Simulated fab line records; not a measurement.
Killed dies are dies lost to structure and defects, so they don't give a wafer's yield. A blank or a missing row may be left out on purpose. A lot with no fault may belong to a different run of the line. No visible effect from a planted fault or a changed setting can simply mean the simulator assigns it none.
fab line records	flow sky130
record: lots: 5	wafers: 15	lastDay: 49
route steps=708 shown METAL5@679 PASSIVATION@681 PAD_OPEN@694
lots that met no fault: taken from a fault-free run of the same line
startH: start of the lot's first displayed wafer, in hours after the record's first day	waitH: hours since the lot's step before	" identical to the entry in the row above	L1.1+2: a row that stands for several wafers	- either no value or no given start	* or withheld: withheld	< > ~ a bound
route shown NAME@n: NAME is a module with steps in the file, n the number in the route of the first one	usual: mean/standard deviation taken from wafers without a fault	same: alike in all rows	chamber/n: place in a boat	sites: readings site by site	_std_site: the standard deviation of these	_edge_site: inner sites' mean taken away from outer sites' mean	radiusMm: how far each site lies from the wafer's centre	mask NAME#n: copy n	behind: tool/chamber where the wafer was last shaped	hold: why the lot was held/for how many hours/how that ended	device: transistor that didn't switch, given as n, p or np	end of line: tests run on the same wafers once the route is complete	step lacking rows: just its recipe	killed: dies lost to structure and defects at the first sort, not the wafer's yield	map: a wafer's dies, marking killed ones x, the rest . and places with no die _
set.NAME: the run value of the setting; set.NAME@STEP: its run value at that earlier step	model.NAME: the simulator's own value behind a step, which no gauge read
lots at selected steps of the route; one table per step, one row per wafer
services: the hour from which a tool's chamber was out of use, counted from the record's first day as startH (under 0 if before that day), plus the number of hours and why
== steps ==
step: SKY_METAL5_CLEAN_18
recipe: chemistry: IPA	timeS: 180	tempC: 25
lot.wafer	tool	chamber	startH	waitH
L077.4+5+6	wetBench-01	2	1051.17	0.0
L078.2+4+5	wetBench-01	3	1056.88	0.0
L081.1+2+5	wetBench-01	1	1077.49	0.0
L090.1+4+5	wetBench-04	1	1128.72	0.0
L091.2+3+4	wetBench-03	1	1136.64	0.0
step: SKY_METAL5_CLEAN_19
recipe: chemistry: O3/DIW	dry: n2Spin
lot.wafer	tool	chamber	startH	waitH
L077.4+5+6	wetBench-01	1	1051.23	0.0
L078.2+4+5	wetBench-04	1	1056.94	0.0
L081.1+2+5	wetBench-01	2	1077.55	0.0
L090.1+4+5	wetBench-03	3	1128.78	0.0
L091.2+3+4	wetBench-03	1	1136.70	0.0
step: SKY_PASSIVATION_CVD_00
recipe: material: SiO2	targetThkNm: 90	tempC: 400	timeS: withheld	rfW: 600
usual: heaterPowerW: 692/83
lot.wafer	tool	chamber	startH	waitH	heaterPowerW
L077.4	pecvd-04	2	1051.33	0.0	575
L077.5	"	0	"	"	791
L077.6	"	1	"	"	688
L078.2	pecvd-04	0	1057.03	0.0	781
L078.4	"	1	"	"	725
L078.5	"	0	"	"	773
L081.1	pecvd-04	1	1077.65	0.0	725
L081.2	"	0	"	"	695
L081.5	"	2	"	"	513
L090.1	pecvd-04	1	1128.87	0.0	722
L090.4	"	0	"	"	786
L090.5	"	1	"	"	746
L091.2	pecvd-04	1	1136.79	0.0	775
L091.3	"	0	"	"	792
L091.4	"	0	"	"	768
step: SKY_PASSIVATION_THK_MEAS_01
recipe: reads: SiO2_of_PASSIVATION_CVD_00
usual: PASSIVATION_CVD_00_THK: 89.7/1.3
lot.wafer	tool	chamber	startH	waitH	PASSIVATION_CVD_00_THK[nm]
L077.4	filmMetro-04	-	1051.37	-	90.0
L077.5	"	-	"	"	90.9
L077.6	"	-	"	"	92.2
L078.2	filmMetro-04	-	1057.07	-	89.1
L078.4	"	-	"	"	92.2
L078.5	"	-	"	"	89.9
L081.1	filmMetro-03	-	1077.67	-	90.0
L081.2	"	-	"	"	88.6
L081.5	"	-	"	"	89.3
L090.1	filmMetro-04	-	1128.89	-	90.6
L090.4	"	-	"	"	90.4
L090.5	"	-	"	"	92.0
L091.2	filmMetro-03	-	1136.89	-	90.0
L091.3	"	-	"	"	87.8
L091.4	"	-	"	"	89.0
step: SKY_PASSIVATION_CVD_02
recipe: material: Si3N4	targetThkNm: 540	tempC: 400	timeS: withheld	rfW: 458.6
usual: heaterPowerW: 745/95
lot.wafer	tool	chamber	startH	waitH	heaterPowerW
L077.4	pecvd-02	2	1051.52	0.1	838
L077.5	"	1	"	"	759
L077.6	"	0	"	"	903
L078.2	pecvd-02	0	1057.12	0.0	718
L078.4	"	0	"	"	780
L078.5	"	1	"	"	748
L081.1	pecvd-03	0	1077.73	0.1	617
L081.2	"	2	"	"	787
L081.5	"	2	"	"	833
L090.1	pecvd-02	1	1128.95	0.1	701
L090.4	"	2	"	"	807
L090.5	"	1	"	"	719
L091.2	pecvd-02	0	1136.94	0.0	794
L091.3	"	2	"	"	819
L091.4	"	2	"	"	828
step: SKY_PASSIVATION_THK_MEAS_03
recipe: reads: Si3N4_of_PASSIVATION_CVD_02
usual: PASSIVATION_CVD_02_THK: 544/6.3
lot.wafer	tool	chamber	startH	waitH	PASSIVATION_CVD_02_THK[nm]
L077.4	filmMetro-04	-	1051.66	-	543
L077.5	"	-	"	"	547
L077.6	"	-	"	"	542
L078.2	filmMetro-04	-	1057.35	-	541
L078.4	"	-	"	"	553
L078.5	"	-	"	"	547
L081.1	filmMetro-02	-	1078.07	-	539
L081.2	"	-	"	"	544
L081.5	"	-	"	"	549
L090.1	filmMetro-03	-	1129.18	-	535
L090.4	"	-	"	"	540
L090.5	"	-	"	"	538
L091.2	filmMetro-03	-	1137.17	-	546
L091.3	"	-	"	"	539
L091.4	"	-	"	"	550
step: SKY_PASSIVATION_DEHYDRATE_04
recipe: tempC: 200	timeS: 60
usual: heaterPowerTotalW: 160.38/0.13
lot.wafer	tool	chamber	startH	waitH	heaterPowerTotalW
L077.4	lithoTrack-04	0	1061.26	9.6	160.60
L077.5	"	0	"	"	160.49
L077.6	"	0	"	"	160.21
L078.2	lithoTrack-03	0	1068.20	10.8	160.33
L078.4	"	0	"	"	160.36
L078.5	"	0	"	"	160.44
L081.1	lithoTrack-01	0	1088.62	10.5	160.42
L081.2	"	0	"	"	160.48
L081.5	"	0	"	"	160.38
L090.1	lithoTrack-01	0	1138.93	9.7	160.28
L090.4	"	0	"	"	160.32
L090.5	"	0	"	"	160.62
L091.2	lithoTrack-04	0	1144.81	7.6	160.40
L091.3	"	0	"	"	160.36
L091.4	"	0	"	"	160.16
step: SKY_PASSIVATION_HMDS_05
recipe: primeTimeS: 60	primeTempC: 120
lot.wafer	tool	chamber	startH	waitH
L077.4+5+6	lithoTrack-04	0	1061.41	0.1
L078.2+4+5	lithoTrack-03	0	1068.35	0.1
L081.1+2+5	lithoTrack-01	0	1088.77	0.1
L090.1+4+5	lithoTrack-01	0	1139.08	0.1
L091.2+3+4	lithoTrack-04	0	1144.96	0.1
step: SKY_PASSIVATION_COAT_06
recipe: spinRpm: 2000	resistThkNm: 3000
lot.wafer	tool	chamber	startH	waitH
L077.4+5+6	lithoTrack-04	0	1061.56	0.1
L078.2+4+5	lithoTrack-03	0	1068.50	0.1
L081.1+2+5	lithoTrack-01	0	1088.92	0.1
L090.1+4+5	lithoTrack-01	0	1139.23	0.1
L091.2+3+4	lithoTrack-04	0	1145.11	0.1
step: SKY_PASSIVATION_SOFTBAKE_07
recipe: tempC: 110	timeS: withheld
usual: heaterPowerTotalW: 65.32/0.13
lot.wafer	tool	chamber	startH	waitH	heaterPowerTotalW
L077.4	lithoTrack-04	0	1061.74	0.1	65.57
L077.5	"	0	"	"	65.41
L077.6	"	0	"	"	65.17
L078.2	lithoTrack-03	0	1068.66	0.1	65.40
L078.4	"	0	"	"	65.25
L078.5	"	0	"	"	65.36
L081.1	lithoTrack-01	0	1089.07	0.1	65.41
L081.2	"	0	"	"	65.16
L081.5	"	0	"	"	65.12
L090.1	lithoTrack-01	0	1139.38	0.1	65.53
L090.4	"	0	"	"	65.19
L090.5	"	0	"	"	65.19
L091.2	lithoTrack-04	0	1145.27	0.1	65.33
L091.3	"	0	"	"	65.37
L091.4	"	0	"	"	65.46
step: SKY_PASSIVATION_EXPOSE_08
recipe: maskId: NSM	targetCdNm: 3000	na: 0.57	doseMj: 260
lot.wafer	tool	chamber	startH	waitH	mask
L077.4+5+6	ilineStepper-01	0	-	-	NSM#0
L078.2+4+5	ilineStepper-02	0	-	-	NSM#0
L081.1+2+5	ilineStepper-02	0	-	-	NSM#0
L090.1+4+5	ilineStepper-02	0	-	-	NSM#0
L091.2+3+4	ilineStepper-02	0	-	-	NSM#0
step: SKY_PASSIVATION_PEB_09
recipe: tempC: 115	timeS: withheld
usual: heaterPowerTotalW: 69.37/0.13
lot.wafer	tool	chamber	startH	waitH	heaterPowerTotalW
L077.4	lithoTrack-04	0	-	-	69.21
L077.5	"	0	"	"	69.23
L077.6	"	0	"	"	69.38
L078.2	lithoTrack-03	0	-	-	69.30
L078.4	"	0	"	"	69.37
L078.5	"	0	"	"	69.32
L081.1	lithoTrack-01	0	-	-	69.37
L081.2	"	0	"	"	69.48
L081.5	"	0	"	"	69.42
L090.1	lithoTrack-01	0	-	-	69.15
L090.4	"	0	"	"	69.45
L090.5	"	0	"	"	69.17
L091.2	lithoTrack-01	0	-	-	69.47
L091.3	"	0	"	"	69.44
L091.4	"	0	"	"	69.32
step: SKY_PASSIVATION_DEVELOP_10
recipe: developTimeS: 60	devTempC: 23
same: developTimeS: 60
lot.wafer	tool	chamber	startH	waitH
L077.4+5+6	lithoTrack-04	0	-	-
L078.2+4+5	lithoTrack-03	0	-	-
L081.1+2+5	lithoTrack-01	0	-	-
L090.1+4+5	lithoTrack-01	0	-	-
L091.2+3+4	lithoTrack-01	0	-	-
step: SKY_PASSIVATION_ETCH_11
recipe: chemistry: CF4/O2	targetDepthNm: 725	stopOn: AlCu	sourceW: 800	biasW: 150	pressureMtorr: 150	cf4FlowSccm: 80	O2_flow_sccm: 10	timeS: 161.1
usual: cf4FlowSccm: 79.98/0.22	drypumpMotorCurrentA: 5.8/0.38	oesProductAu: 0.978/0.0071	throttleValvePct: 5.965/0.0096
lot.wafer	tool	chamber	startH	waitH	cf4FlowSccm	drypumpMotorCurrentA	oesProductAu	rfHoursCounterH	throttleValvePct
L077.4	rieDiel-02	3	1072.69	-	80.49	6.1	0.978	9	5.965
L077.5	"	3	"	"	80.19	6.0	0.984	-	5.972
L077.6	"	0	"	"	79.79	5.9	0.983	-	5.970
L078.2	rieDiel-02	3	1079.03	-	80.19	6.1	0.978	9	5.957
L078.4	"	1	"	"	80.34	5.0	0.989	21	5.963
L078.5	"	3	"	"	80.30	6.1	0.978	-	5.970
L081.1	rieDiel-04	1	1099.12	-	80.14	5.8	0.972	20	5.966
L081.2	"	3	"	"	80.13	5.6	0.973	15	5.965
L081.5	"	2	"	"	79.89	6.1	0.979	-	5.974
L090.1	rieDiel-02	1	1147.68	-	79.58	5.1	0.976	23	5.965
L090.4	"	2	"	"	79.90	5.9	0.980	-	5.958
L090.5	"	1	"	"	80.02	5.1	0.980	-	5.971
L091.2	rieDiel-04	1	1154.68	-	80.29	5.8	0.977	21	5.974
L091.3	"	3	"	"	80.12	5.6	0.972	16	5.965
L091.4	"	2	"	"	80.10	6.1	0.967	18	5.970
step: SKY_PASSIVATION_STRIP_12
recipe: chemistry: O2/N2	powerW: 1400	pressureMtorr: 1500	platenTempC: withheld	overashFraction: 0.7	o2FlowSccm: 3000	n2FlowSccm: 300
usual: drypumpMotorCurrentA: 5.9/0.38	oesProductAu: 0.661/0.0042	stripTimeToEndpointS: 31.54/0.13
lot.wafer	tool	chamber	startH	waitH	drypumpMotorCurrentA	oesProductAu	rfHoursCounterH	stripTimeToEndpointS
L077.4	plasmaAsher-03	1	1072.83	0.1	5.8	0.658	-	31.39
L077.5	"	0	"	"	6.3	0.647	-	31.41
L077.6	"	1	"	"	5.8	0.659	-	31.37
L078.2	plasmaAsher-04	1	1079.13	0.1	6.3	0.659	37	31.46
L078.4	"	0	"	"	5.4	0.659	-	31.48
L078.5	"	1	"	"	6.3	0.660	-	31.47
L081.1	plasmaAsher-04	0	1099.23	0.1	5.3	0.668	40	31.79
L081.2	"	1	"	"	6.3	0.667	40	31.67
L081.5	"	0	"	"	5.4	0.665	-	31.53
L090.1	plasmaAsher-04	1	1147.78	0.1	6.3	0.669	45	31.35
L090.4	"	1	"	"	6.3	0.659	-	31.49
L090.5	"	0	"	"	5.4	0.662	-	31.42
L091.2	plasmaAsher-03	0	1154.78	0.1	6.3	0.660	7	31.59
L091.3	"	0	"	"	6.3	0.657	-	31.65
L091.4	"	1	"	"	5.8	0.657	-	31.58
step: SKY_PAD_OPEN_DEHYDRATE_00
recipe: tempC: 200	timeS: 60
usual: heaterPowerTotalW: 160.38/0.12
lot.wafer	tool	chamber	startH	waitH	heaterPowerTotalW
L077.4	lithoTrack-03	0	1081.70	8.8	160.14
L077.5	"	0	"	"	160.35
L077.6	"	0	"	"	160.37
L078.2	lithoTrack-02	0	1089.39	10.2	160.51
L078.4	"	0	"	"	160.33
L078.5	"	0	"	"	160.17
L081.1	lithoTrack-04	0	1108.74	9.5	160.35
L081.2	"	0	"	"	160.32
L081.5	"	0	"	"	160.56
L090.1	lithoTrack-03	0	1157.08	9.3	160.47
L090.4	"	0	"	"	160.27
L090.5	"	0	"	"	160.54
L091.2	lithoTrack-02	0	1162.74	7.9	160.27
L091.3	"	0	"	"	160.42
L091.4	"	0	"	"	160.36
step: SKY_PAD_OPEN_HMDS_01
recipe: primeTimeS: 60	primeTempC: 120
lot.wafer	tool	chamber	startH	waitH
L077.4+5+6	lithoTrack-03	0	1081.85	0.1
L078.2+4+5	lithoTrack-02	0	1089.54	0.1
L081.1+2+5	lithoTrack-04	0	1108.89	0.1
L090.1+4+5	lithoTrack-03	0	1157.23	0.1
L091.2+3+4	lithoTrack-02	0	1162.89	0.1
step: SKY_PAD_OPEN_COAT_02
recipe: spinRpm: 2000	resistThkNm: 3000
lot.wafer	tool	chamber	startH	waitH
L077.4+5+6	lithoTrack-03	0	1082.00	0.1
L078.2+4+5	lithoTrack-02	0	1089.69	0.1
L081.1+2+5	lithoTrack-04	0	1109.04	0.1
L090.1+4+5	lithoTrack-03	0	1157.38	0.1
L091.2+3+4	lithoTrack-02	0	1163.04	0.1
step: SKY_PAD_OPEN_SOFTBAKE_03
recipe: tempC: 110	timeS: withheld
usual: heaterPowerTotalW: 65.31/0.14
lot.wafer	tool	chamber	startH	waitH	heaterPowerTotalW
L077.4	lithoTrack-03	0	1082.18	0.1	65.41
L077.5	"	0	"	"	65.58
L077.6	"	0	"	"	65.47
L078.2	lithoTrack-02	0	1089.84	0.1	65.55
L078.4	"	0	"	"	65.39
L078.5	"	0	"	"	65.50
L081.1	lithoTrack-04	0	1109.19	0.1	65.43
L081.2	"	0	"	"	65.28
L081.5	"	0	"	"	65.38
L090.1	lithoTrack-03	0	1157.53	0.1	65.34
L090.4	"	0	"	"	65.45
L090.5	"	0	"	"	64.97
L091.2	lithoTrack-02	0	1163.20	0.1	65.21
L091.3	"	0	"	"	65.40
L091.4	"	0	"	"	65.40
step: SKY_PAD_OPEN_EXPOSE_04
recipe: maskId: PDM	targetCdNm: 60000	na: 0.57	doseMj: 260
lot.wafer	tool	chamber	startH	waitH	mask
L077.4+5+6	ilineStepper-02	0	-	-	PDM#0
L078.2+4+5	ilineStepper-01	0	-	-	PDM#0
L081.1+2+5	ilineStepper-01	0	-	-	PDM#0
L090.1+4+5	ilineStepper-02	0	-	-	PDM#0
L091.2+3+4	ilineStepper-01	0	-	-	PDM#0
step: SKY_PAD_OPEN_PEB_05
recipe: tempC: 115	timeS: withheld
usual: heaterPowerTotalW: 69.35/0.13
lot.wafer	tool	chamber	startH	waitH	heaterPowerTotalW
L077.4	lithoTrack-03	0	-	-	69.23
L077.5	"	0	"	"	69.34
L077.6	"	0	"	"	69.48
L078.2	lithoTrack-03	0	-	-	69.35
L078.4	"	0	"	"	69.15
L078.5	"	0	"	"	69.65
L081.1	lithoTrack-04	0	-	-	69.17
L081.2	"	0	"	"	69.47
L081.5	"	0	"	"	69.34
L090.1	lithoTrack-02	0	-	-	69.47
L090.4	"	0	"	"	69.35
L090.5	"	0	"	"	69.13
L091.2	lithoTrack-03	0	-	-	69.51
L091.3	"	0	"	"	69.20
L091.4	"	0	"	"	69.25
step: SKY_PAD_OPEN_DEVELOP_06
recipe: developTimeS: 60	devTempC: 23
same: developTimeS: 60
lot.wafer	tool	chamber	startH	waitH
L077.4+5+6	lithoTrack-03	0	-	-
L078.2+4+5	lithoTrack-03	0	-	-
L081.1+2+5	lithoTrack-04	0	-	-
L090.1+4+5	lithoTrack-02	0	-	-
L091.2+3+4	lithoTrack-03	0	-	-
step: SKY_PAD_OPEN_ETCH_07
recipe: chemistry: CF4/O2	targetDepthNm: 725	stopOn: AlCu	sourceW: 800	biasW: 150	pressureMtorr: 150	cf4FlowSccm: 80	O2_flow_sccm: 10	timeS: 161.1
usual: cf4FlowSccm: 80.02/0.22	drypumpMotorCurrentA: 5.9/0.4	oesProductAu: 0.980/0.0068	throttleValvePct: 5.965/0.0086
lot.wafer	tool	chamber	startH	waitH	cf4FlowSccm	drypumpMotorCurrentA	oesProductAu	rfHoursCounterH	throttleValvePct
L077.4	rieDiel-01	3	1093.23	-	80.02	5.8	0.978	1	5.961
L077.5	"	0	"	"	80.22	6.4	0.981	-	5.979
L077.6	"	1	"	"	80.07	5.3	0.989	-	5.953
L078.2	rieDiel-03	0	1099.63	-	80.05	6.5	0.984	13	5.977
L078.4	"	3	"	"	80.15	6.3	0.981	24	5.958
L078.5	"	1	"	"	79.93	5.8	0.976	-	5.953
L081.1	rieDiel-03	2	1119.34	-	79.90	5.3	0.972	26	5.964
L081.2	"	0	"	"	79.88	6.4	0.978	13	5.979
L081.5	"	3	"	"	79.85	6.3	0.985	-	5.957
L090.1	rieDiel-01	3	1165.61	-	79.97	5.8	0.968	4	5.960
L090.4	"	2	"	"	80.08	5.9	0.978	17	5.967
L090.5	"	2	"	"	80.18	5.9	0.973	-	5.966
L091.2	rieDiel-01	3	1172.08	-	79.65	5.7	0.978	4	5.967
L091.3	"	1	"	"	80.26	5.3	0.979	23	5.948
L091.4	"	0	"	"	79.85	6.4	0.983	3	5.976
step: SKY_PAD_OPEN_STRIP_08
recipe: chemistry: O2/N2	powerW: 1400	pressureMtorr: 1500	platenTempC: withheld	overashFraction: 0.7	o2FlowSccm: 3000	n2FlowSccm: 300
usual: drypumpMotorCurrentA: 5.9/0.39	oesProductAu: 0.663/0.005	stripTimeToEndpointS: 37.01/0.092
lot.wafer	tool	chamber	startH	waitH	drypumpMotorCurrentA	oesProductAu	rfHoursCounterH	stripTimeToEndpointS
L077.4	plasmaAsher-04	1	1093.37	0.1	6.3	0.669	-	37.04
L077.5	"	0	"	"	5.4	0.666	-	37.08
L077.6	"	1	"	"	6.3	0.670	-	37.07
L078.2	plasmaAsher-01	0	1099.73	0.1	6.1	0.661	95	37.03
L078.4	"	0	"	"	6.1	0.662	-	37.11
L078.5	"	0	"	"	6.1	0.666	-	37.15
L081.1	plasmaAsher-04	0	1119.45	0.1	5.3	0.658	42	36.84
L081.2	"	1	"	"	6.3	0.663	42	36.93
L081.5	"	0	"	"	5.4	0.657	-	36.87
L090.1	plasmaAsher-01	0	1165.72	0.1	6.1	0.656	101	37.03
L090.4	"	1	"	"	5.4	0.664	-	37.05
L090.5	"	1	"	"	5.4	0.671	-	37.09
L091.2	plasmaAsher-03	1	1172.19	0.1	5.8	0.660	9	36.89
L091.3	"	0	"	"	6.3	0.666	-	36.97
L091.4	"	1	"	"	5.8	0.663	-	37.06
step: SKY_PAD_OPEN_STRIP_09
recipe: chemistry: postEtchResidueRemover	timeS: 1200	tempC: 72.5
lot.wafer	tool	chamber	startH	waitH
L077.4+5+6	wetBench-02	1	1093.43	0.0
L078.2+4+5	wetBench-01	3	1099.89	0.1
L081.1+2+5	wetBench-02	2	1119.55	0.1
L090.1+4+5	wetBench-01	3	1165.82	0.1
L091.2+3+4	wetBench-04	3	1172.29	0.1
step: SKY_PAD_OPEN_CLEAN_10
recipe: chemistry: IPA	timeS: 180	tempC: 25
lot.wafer	tool	chamber	startH	waitH
L077.4+5+6	wetBench-04	0	1093.81	0.0
L078.2+4+5	wetBench-04	0	1100.24	0.0
L081.1+2+5	wetBench-04	0	1119.89	0.0
L090.1+4+5	wetBench-04	2	1166.16	0.0
L091.2+3+4	wetBench-02	3	1172.63	0.0
step: SKY_PAD_OPEN_CLEAN_11
recipe: chemistry: O3/DIW	dry: n2Spin
lot.wafer	tool	chamber	startH	waitH
L077.4+5+6	wetBench-01	2	1093.87	0.0
L078.2+4+5	wetBench-01	2	1100.30	0.0
L081.1+2+5	wetBench-02	1	1120.00	0.0
L090.1+4+5	wetBench-01	3	1166.22	0.0
L091.2+3+4	wetBench-04	1	1172.69	0.0
step: SKY_PAD_OPEN_ANNEAL_12
recipe: tempC: 396.5	timeS: withheld	ambient: N2/H2	idleTempC: 300	rampUpCPerMin: 8	rampDownCPerMin: 4
usual: tubeCenterTempC: 396.5/0.035	tube_center_temp_C_max: 397.50/0.15	zonePowerLowerPct: 4.22/0.18
lot.wafer	tool	chamber	startH	waitH	tubeCenterTempC	tube_center_temp_C_max	zonePowerLowerPct
L077.4	furnace-02	0	1093.96	0.0	396.54	397.44	4.30
L077.5	"	0	"	"	396.46	397.32	4.32
L077.6	"	0	"	"	396.54	397.33	4.35
L078.2	furnace-02	0	1100.39	0.0	396.48	397.72	4.28
L078.4	"	0	"	"	396.45	397.47	4.31
L078.5	"	0	"	"	396.5	397.35	4.27
L081.1	furnace-01	0	1120.10	0.0	396.48	397.38	3.93
L081.2	"	0	"	"	396.56	397.34	3.89
L081.5	"	0	"	"	396.52	397.83	3.86
L090.1	furnace-02	0	1166.31	0.0	396.44	397.59	4.29
L090.4	"	0	"	"	396.44	397.35	4.32
L090.5	"	0	"	"	396.5	397.53	4.36
L091.2	furnace-02	0	1172.78	0.0	396.48	397.36	4.32
L091.3	"	0	"	"	396.5	397.54	4.31
L091.4	"	0	"	"	396.56	397.41	4.26
step: SKY_PAD_OPEN_BOW_MEAS_13
recipe: mode: bow
usual: PAD_OPEN_BOW: 48/9.2
lot.wafer	tool	chamber	startH	waitH	PAD_OPEN_BOW[um]
L077.4	filmMetro-01	-	1095.52	-	51
L077.5	"	-	"	"	52
L077.6	"	-	"	"	47
L078.2	filmMetro-01	-	1101.91	-	40
L078.4	"	-	"	"	41
L078.5	"	-	"	"	36
L081.1	filmMetro-01	-	1121.60	-	51
L081.2	"	-	"	"	58
L081.5	"	-	"	"	51
L090.1	filmMetro-01	-	1167.81	-	47
L090.4	"	-	"	"	43
L090.5	"	-	"	"	36
L091.2	filmMetro-01	-	1174.30	-	62
L091.3	"	-	"	"	56
L091.4	"	-	"	"	48
== services ==
tool	chamber	startH	hours	kind
rieDiel-01	3	1032.34	19.2	repair
ilineStepper-02	-	1034.22	1.0	repair
pecvd-02	-	1043.13	0.8	pm
plasmaAsher-04	-	1045.38	0.8	repair
wetBench-03	-	1046.74	2.4	repair
plasmaAsher-03	-	1055.25	9.0	pm
rieDiel-02	0	1055.55	5.2	repair
plasmaAsher-04	-	1056.93	0.5	repair
plasmaAsher-04	-	1068.40	0.5	repair
plasmaAsher-04	-	1071.91	2.8	pm
plasmaAsher-03	-	1090.22	15.6	pm
rieDiel-02	0	1091.76	13.7	repair
rieDiel-02	2	1095.04	1.9	repair
pecvd-04	1	1095.53	8.4	repair
furnace-02	-	1101.89	2.6	pm
rieDiel-02	1	1103.64	1.3	repair
pecvd-02	-	1113.52	1.4	repair
plasmaAsher-04	-	1116.35	0.6	repair
furnace-02	-	1129.18	4.1	pm
wetBench-04	-	1132.11	7.9	repair
ilineStepper-01	-	1138.61	2.3	repair
ilineStepper-01	-	1156.56	3.1	repair
pecvd-04	-	1162.21	2.9	repair
ilineStepper-01	-	1164.60	4.4	pm
== key ==
fault none
